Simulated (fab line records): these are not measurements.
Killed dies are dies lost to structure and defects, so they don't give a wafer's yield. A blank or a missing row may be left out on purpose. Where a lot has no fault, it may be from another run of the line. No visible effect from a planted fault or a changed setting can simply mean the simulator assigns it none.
fab line records | flow sky130
[record] lots = 14 wafers = 42 lastDay = 50
route steps=708 shown FIELD_ISO@1 NWELL@77 VT_ADJUST_NCORE@130 PAD_OPEN@708
lots that met no fault: taken from a fault-free run of the same line
startH: hours from the record's first day to the start of the lot's first wafer shown | waitH: hours since the lot's step before | " identical to the entry in the row above | L1.1+2: a row that stands for several wafers | - no value, or no start was given | * or withheld: withheld | < > ~ a bound
route shown NAME@n: NAME is a module with steps in the file, n the number in the route of the first one | usual: average and standard deviation across the fault-free wafers | same: alike in all rows | chamber/n: place in a boat | sites: per-site readings | _std_site: standard deviation across them | _edge_site: outer sites' mean less inner sites' | radiusMm: how far each site lies from the wafer's centre | mask NAME#n: copy n | behind: tool/chamber where the wafer was last shaped | hold: reason for holding the lot/hours on hold/outcome of the hold | device: names the non-switching transistor (n, p or np) | end of line: the tests these same wafers got at the end of their route | for a step that has no rows: nothing shown but its recipe | killed: not the wafer's yield, but the dies lost to structure and defects at the first sort | map: per-die view of a wafer (x killed, . not killed, _ where there is no die)
set.NAME: the setting the step ran with; set.NAME@STEP: the setting that earlier step ran with | model.NAME: the simulator's own value behind a step, which no gauge read
steps of the route over a sample of lots; a table a step, a row a wafer
services: when a tool's chamber went out of use (startH, in hours from the record's first day, below 0 if earlier), for how many hours, and the reason
[[steps]]
[step SKY_FIELD_ISO_BOW_MEAS_00]
[recipe] mode = bow
[usual] INCOMING_BOW = 0/6.1
// columns lot.wafer tool chamber startH waitH INCOMING_BOW[um]
L624.2 filmMetro-02 - 10.02 - -2
L624.3 " - " " 12
L624.4 " - " " 0
L625.1 filmMetro-01 - 15.00 - 6
L625.2 " - " " -2
L625.3 " - " " 1
L626.1 filmMetro-02 - 20.00 - -2
L626.3 " - " " -8
L626.5 " - " " 6
L627.2 filmMetro-04 - 25.02 - -2
L627.3 " - " " -1
L627.5 " - " " -3
L629.4 filmMetro-04 - 35.06 - 4
L629.5 " - " " -9
L629.6 " - " " -6
L630.3 filmMetro-04 - 40.04 - 9
L630.4 " - " " -14
L630.5 " - " " -3
L636.1 filmMetro-01 - 70.00 - -1
L636.3 " - " " 1
L636.6 " - " " 7
L637.3 filmMetro-01 - 75.04 - -5
L637.4 " - " " 3
L637.5 " - " " 4
L639.3 filmMetro-04 - 85.04 - -9
L639.4 " - " " 14
L639.6 " - " " -6
L641.1 filmMetro-02 - 95.00 - 6
L641.2 " - " " 3
L641.3 " - " " 10
L643.1 filmMetro-01 - 105.00 - 6
L643.2 " - " " -8
L643.5 " - " " -1
L645.1 filmMetro-02 - 115.00 - 2
L645.4 " - " " 3
L645.6 " - " " -15
L646.2 filmMetro-02 - 120.02 - -2
L646.4 " - " " 3
L646.6 " - " " 2
L647.2 filmMetro-02 - 125.02 - -12
L647.4 " - " " 7
L647.5 " - " " -5
[step SKY_FIELD_ISO_THK_MEAS_25]
[recipe] reads = SiO2_of_FIELD_ISO_CVD_24
[usual] FIELD_ISO_CVD_24_THK = 590/6.6
// columns lot.wafer tool chamber startH waitH FIELD_ISO_CVD_24_THK[nm]
L624.2 filmMetro-01 - 32.27 0.0 595
L624.3 " - " " 580
L624.4 " - " " 580
L625.1 filmMetro-04 - 42.10 0.1 601
L625.2 " - " " 591
L625.3 " - " " 595
L626.1 filmMetro-04 - 42.17 0.1 593
L626.3 " - " " 589
L626.5 " - " " 596
L627.2 filmMetro-04 - 54.11 0.0 587
L627.3 " - " " 596
L627.5 " - " " 593
L629.4 filmMetro-01 - 62.42 0.0 598
L629.5 " - " " 589
L629.6 " - " " 596
L630.3 filmMetro-01 - 63.53 0.1 584
L630.4 " - " " 583
L630.5 " - " " 580
L636.1 filmMetro-01 - 95.41 0.0 594
L636.3 " - " " 598
L636.6 " - " " 597
L637.3 filmMetro-01 - 100.73 0.1 586
L637.4 " - " " 582
L637.5 " - " " 595
L639.3 filmMetro-02 - 109.38 0.1 595
L639.4 " - " " 592
L639.6 " - " " 583
L641.1 filmMetro-01 - 118.26 0.0 599
L641.2 " - " " 582
L641.3 " - " " 586
L643.1 filmMetro-04 - 130.99 0.0 586
L643.2 " - " " 607
L643.5 " - " " 590
L645.1 filmMetro-01 - 143.28 0.0 588
L645.4 " - " " 587
L645.6 " - " " 585
L646.2 filmMetro-02 - 154.29 0.0 587
L646.4 " - " " 590
L646.6 " - " " 592
L647.2 filmMetro-01 - 154.29 0.0 598
L647.4 " - " " 585
L647.5 " - " " 591
[step SKY_NWELL_IMPLANT_24]
[recipe] species = B energyKev = 140 doseCm2 = 9.2e+12 tiltDeg = withheld
[usual] beamEnergyKeV = 139.99/0.047 beamOnS = 9.99/0.21 faradayCurrentUA = 52.0/1.1
[same] implantIonAmu = 11
// columns lot.wafer tool chamber startH waitH beamEnergyKeV beamOnS faradayCurrentUA
L624.2 implanter-04 0 118.32 0.0 140.02 10.17 51.2
L624.3 " 0 " " 140.03 10.19 50.7
L624.4 " 0 " " 140.08 9.93 52.3
L625.1 implanter-04 0 125.53 0.0 139.98 9.74 53.1
L625.2 " 0 " " 139.95 9.72 53.3
L625.3 " 0 " " 139.99 10.47 49.7
L626.1 implanter-02 0 126.99 0.0 140.00 10.18 50.9
L626.3 " 0 " " 140.11 10.21 51.0
L626.5 " 0 " " 140.09 9.99 52.0
L627.2 implanter-02 0 130.22 0.0 139.94 10.04 51.7
L627.3 " 0 " " 139.99 10.11 51.6
L627.5 " 0 " " 140.00 9.84 52.8
L629.4 implanter-01 0 138.45 0.1 139.98 10.32 50.2
L629.5 " 0 " " 139.89 10.15 50.8
L629.6 " 0 " " 140.02 10.16 51.1
L630.3 implanter-04 0 143.58 0.1 139.92 9.84 52.6
L630.4 " 0 " " 139.97 10.12 51.3
L630.5 " 0 " " 140.04 9.69 53.3
L636.1 implanter-01 0 176.48 0.0 126.35 9.85 52.8
L636.3 " 0 " " 126.40 9.92 52.1
L636.6 " 0 " " 126.36 10.10 51.3
L637.3 implanter-01 0 180.29 0.1 126.38 9.71 53.4
L637.4 " 0 " " 126.41 10.11 51.5
L637.5 " 0 " " 126.44 10.12 51.3
L639.3 implanter-02 0 192.34 0.1 140.07 10.02 52.2
L639.4 " 0 " " 140.05 10.15 51.0
L639.6 " 0 " " 140.10 9.99 51.9
L641.1 implanter-02 0 202.24 0.0 140.01 10.23 51.0
L641.2 " 0 " " 139.98 9.52 54.3
L641.3 " 0 " " 140.06 9.99 52.0
L643.1 implanter-04 0 216.39 0.0 139.98 10.07 51.5
L643.2 " 0 " " 139.96 10.18 51.1
L643.5 " 0 " " 139.99 10.21 50.9
L645.1 implanter-02 0 245.78 0.0 140.03 9.61 53.7
L645.4 " 0 " " 140.02 9.86 52.5
L645.6 " 0 " " 140.02 9.89 52.6
L646.2 implanter-04 0 252.31 0.0 140.02 9.94 52.2
L646.4 " 0 " " 140.02 9.63 54.0
L646.6 " 0 " " 140.04 10.36 50.2
L647.2 implanter-02 0 253.07 0.0 139.99 10.13 51.3
L647.4 " 0 " " 139.95 9.86 52.6
L647.5 " 0 " " 139.98 9.89 52.1
[step SKY_VT_ADJUST_NCORE_TW_MEAS_11]
[usual] VT_ADJUST_NCORE_TW = 218/3.3
// columns lot.wafer tool chamber startH waitH VT_ADJUST_NCORE_TW
L624.2 filmMetro-04 - 196.52 0.1 216
L624.3 " - " " 214
L624.4 " - " " 216
L625.1 filmMetro-01 - 205.11 0.1 222
L625.2 " - " " 223
L625.3 " - " " 223
L626.1 filmMetro-01 - 206.61 0.1 222
L626.3 " - " " 223
L626.5 " - " " 222
L627.2 filmMetro-02 - 209.97 0.1 215
L627.3 " - " " 214
L627.5 " - " " 214
L629.4 filmMetro-04 - 219.94 0.1 214
L629.5 " - " " 214
L629.6 " - " " 214
L630.3 filmMetro-01 - 224.56 0.1 222
L630.4 " - " " 222
L630.5 " - " " 222
L636.1 filmMetro-02 - 266.46 0.1 216
L636.3 " - " " 218
L636.6 " - " " 217
L637.3 filmMetro-04 - 271.03 0.1 214
L637.4 " - " " 213
L637.5 " - " " 214
L639.3 filmMetro-04 - 284.68 0.1 215
L639.4 " - " " 214
L639.6 " - " " 214
L641.1 filmMetro-02 - 297.01 0.1 216
L641.2 " - " " 217
L641.3 " - " " 217
L643.1 filmMetro-01 - 314.74 0.1 222
L643.2 " - " " 221
L643.5 " - " " 223
L645.1 filmMetro-01 - 349.61 0.1 220
L645.4 " - " " 221
L645.6 " - " " 220
L646.2 filmMetro-02 - 356.02 0.1 216
L646.4 " - " " 216
L646.6 " - " " 214
L647.2 filmMetro-02 - 357.60 0.1 215
L647.4 " - " " 216
L647.5 " - " " 216
[step SKY_PAD_OPEN_PROBE_99]
[usual] killed_at_M0_to_M3 = 44/7.1 killed_at_M4_up = 3.0/1.9 killedAtContacts = 25/5.6 killedAtFrontEnd = 14/4.1 killedAtOther = 0.2/0.44 killedDies = 86/9.1 killedOpen = 47/7.4 killedShort = 39/5.7
[same] grossDies = 492 killedAtBackSide = 0
// columns lot.wafer tool chamber startH waitH killed_at_M0_to_M3 killed_at_M4_up killedAtContacts killedAtFrontEnd killedAtOther killedDies killedOpen killedShort
L637.3 prober-01 - 1159.70 0.2 56 6 33 20 0 115 58 57
L637.4 prober-01 - 1159.75 0.2 44 3 33 15 0 95 55 40
L637.5 prober-01 - 1159.80 0.2 53 2 30 13 1 99 54 45
L641.1 prober-02 - 1169.27 0.1 47 4 29 17 0 97 46 51
L641.2 prober-02 - 1169.32 0.1 56 2 27 7 1 93 50 43
L641.3 prober-02 - 1169.37 0.2 33 4 35 13 0 85 49 36
L643.1 prober-02 - 1174.60 0.1 44 2 29 16 0 91 54 37
L643.2 prober-02 - 1174.65 0.1 44 1 28 21 0 94 59 35
L643.5 prober-02 - 1174.80 0.2 42 3 16 15 0 76 35 41
// killed by level:class
L637.3 VIA1:geometricParticle:open=13 LI_CONTACT:geometricParticle:open=11 POLY_GATE:geometricParticle:open=10 CONTACT:geometricParticle:short=9 METAL1:geometricParticle:short=9 VIA1:geometricParticle:short=8 METAL4:geometricParticle:short=6 METAL2:geometricParticle:short=5
L637.4 CONTACT:geometricParticle:open=14 LI_CONTACT:geometricParticle:open=7 VIA1:geometricParticle:short=7 VIA1:geometricParticle:open=7 METAL2:geometricParticle:short=7 VIA3:geometricParticle:open=7 FIELD_ISO:geometricParticle:open=6 VIA2:geometricParticle:open=6
L637.5 VIA1:geometricParticle:open=12 CONTACT:geometricParticle:open=10 VIA3:geometricParticle:open=9 LI_CONTACT:geometricParticle:open=8 METAL2:geometricParticle:short=8 POLY_GATE:geometricParticle:short=5 CONTACT:geometricParticle:short=5 VIA2:geometricParticle:open=5
L641.1 CONTACT:geometricParticle:open=13 METAL1:geometricParticle:short=8 VIA1:geometricParticle:short=7 VIA1:geometricParticle:open=7 METAL2:geometricParticle:short=7 LI_CONTACT:geometricParticle:open=6 FIELD_ISO:geometricParticle:open=5 CONTACT:geometricParticle:short=5
L641.2 VIA1:geometricParticle:open=12 VIA2:geometricParticle:open=11 METAL2:geometricParticle:short=9 CONTACT:geometricParticle:open=9 VIA1:geometricParticle:short=8 LOCAL_INTERCONNECT:geometricParticle:short=6 POLY_GATE:geometricParticle:open=5 CONTACT:geometricParticle:short=5
L641.3 CONTACT:geometricParticle:open=16 CONTACT:geometricParticle:short=10 VIA1:geometricParticle:open=8 POLY_GATE:geometricParticle:open=7 VIA2:geometricParticle:open=5 LI_CONTACT:geometricParticle:open=5 METAL2:geometricParticle:short=5 LOCAL_INTERCONNECT:geometricParticle:short=4
L643.1 VIA1:geometricParticle:open=14 CONTACT:geometricParticle:open=10 POLY_GATE:geometricParticle:open=6 VIA1:geometricParticle:short=6 LI_CONTACT:geometricParticle:open=6 CONTACT:geometricParticle:short=5 METAL3:geometricParticle:short=4 LOCAL_INTERCONNECT:geometricParticle:short=4
L643.2 VIA1:geometricParticle:open=10 CONTACT:geometricParticle:open=10 VIA3:geometricParticle:open=9 LI_CONTACT:geometricParticle:open=8 FIELD_ISO:geometricParticle:open=7 POLY_GATE:geometricParticle:open=5 VIA2:geometricParticle:open=5 FIELD_ISO:geometricParticle:short=4
L643.5 VIA1:geometricParticle:open=13 POLY_GATE:geometricParticle:short=6 METAL2:geometricParticle:short=6 LOCAL_INTERCONNECT:geometricParticle:short=6 FIELD_ISO:geometricParticle:short=4 CONTACT:geometricParticle:open=4 VIA2:geometricParticle:open=4 VIA3:geometricParticle:open=4
[[services]]
// columns tool chamber startH hours kind
implanter-04 - 129.16 2.8 pm
implanter-02 - 179.32 2.3 repair
implanter-02 - 213.26 9.4 repair
implanter-01 - 213.33 5.1 pm
implanter-04 - 245.01 7.0 pm
implanter-02 - 246.60 1.7 repair
[[key]]
[firstSign] step = SKY_NWELL_IMPLANT_24 reading = beamEnergyKeV direction = down sigmas = 99+ usual = * struck = *
effect none on later readings
metAt SKY_NWELL_IMPLANT_24
struckLots L636,L637
testerLeftOut L636,L637
notActingAt SKY_FIELD_ISO_BOW_MEAS_00,SKY_FIELD_ISO_THK_MEAS_25,SKY_VT_ADJUST_NCORE_TW_MEAS_11
onsetBetween 138.45 176.48
[fault] kind = processParameterDrift tool = implanter-01 chamber = - onsetH = 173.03 steps = SKY_NWELL_IMPLANT_24 channel = energyKev offset = * shape = step endH = 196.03 actsIn = * stated = *
// testerLeftOut: of these lots the tester's yield and bins aren't shown, on N5 and GAA mostly nor the transistor test; their killed dies are dies lost to structure and defects alone, not to doping, threshold or leakage, so they don't give the yield
